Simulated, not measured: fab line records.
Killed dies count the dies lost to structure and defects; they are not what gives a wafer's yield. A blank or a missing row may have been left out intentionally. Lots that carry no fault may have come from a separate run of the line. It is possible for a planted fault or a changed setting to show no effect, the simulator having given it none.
Matching of chambers | flow gf180mcu | GF_V4_CMP_04 on cmp-01 has 4 sister chambers
The step polishes SiO2. 16 wafers are shown with their chamber, then 8 later ones without.

WAFERS, EACH WITH ITS CHAMBER
wafer  | chamber | motorCurrentA (A) | timeToEndpointS (s)
L735.1 | 2       | 11.9              | 86
L735.2 | 3       | 13.3              | 82
L735.3 | 1       | 12.3              | 89
L736.3 | 2       | 11.4              | 79
L736.5 | 3       | 12.6              | 86
L736.6 | 2       | 11.4              | 92
L739.1 | 1       | 12.5              | 88
L739.3 | 0       | 13.0              | 88
L739.4 | 3       | 13.3              | 96
L740.1 | 0       | 12.9              | 85
L740.2 | 1       | 12.6              | 82
L740.3 | 2       | 11.7              | 80
L741.3 | 2       | 12.2              | 76
L741.5 | 2       | 11.6              | 83
L741.6 | 1       | 12.4              | 84
L749.1 | 2       | 11.3              | 75

SIGNATURES, as means of the wafers listed above
reading         | chamber 0 | chamber 1 | chamber 2 | chamber 3 | scatter within a chamber
motorCurrentA   | 12.950    | 12.450    | 11.643    | 13.067    | 0.289
timeToEndpointS | 86.50     | 85.75     | 81.57     | 88.00     | 5.44
Rule: a wafer's distance from a chamber is the root of the sum, over the readings, of the square of ((its reading less the chamber's mean) divided by the reading's scatter). The wafer belongs to the nearest chamber; if the next one is less than 2 further off, it can't be placed. The scatter: take each reading less its chamber's mean, square it, sum over the shown wafers, divide by the number of wafers less the number of chambers, and take the root.

WAFERS MISSING THEIR CHAMBER
wafer  | motorCurrentA (A) | timeToEndpointS (s)
L749.3 | 12.6              | 81
L749.6 | 13.1              | 84
L750.1 | 12.1              | 81
L750.2 | 13.7              | 79
L750.4 | 11.9              | 83
L751.1 | 12.6              | 83
L751.2 | 13.9              | 78
L751.4 | 12.7              | 90

THE CHAMBER EACH PASSED THROUGH
wafer  | from the rows above          | in truth
L749.3 | can't be placed: 1 or 0 or 3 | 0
L749.6 | can't be placed: 0 or 3 or 1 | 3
L750.1 | can't be placed: 1 or 2 or 0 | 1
L750.2 | can't be placed: 3 or 0 or 1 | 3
L750.4 | can't be placed: 2 or 1      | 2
L751.1 | can't be placed: 1 or 0 or 3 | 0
L751.2 | can't be placed: 3 or 0 or 1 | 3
L751.4 | can't be placed: 0 or 1 or 3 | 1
Correctly placed: 0 of 8. Can't be placed from these rows: 8 (the true chamber is among the candidates in 8). Number placed wrongly: 0.
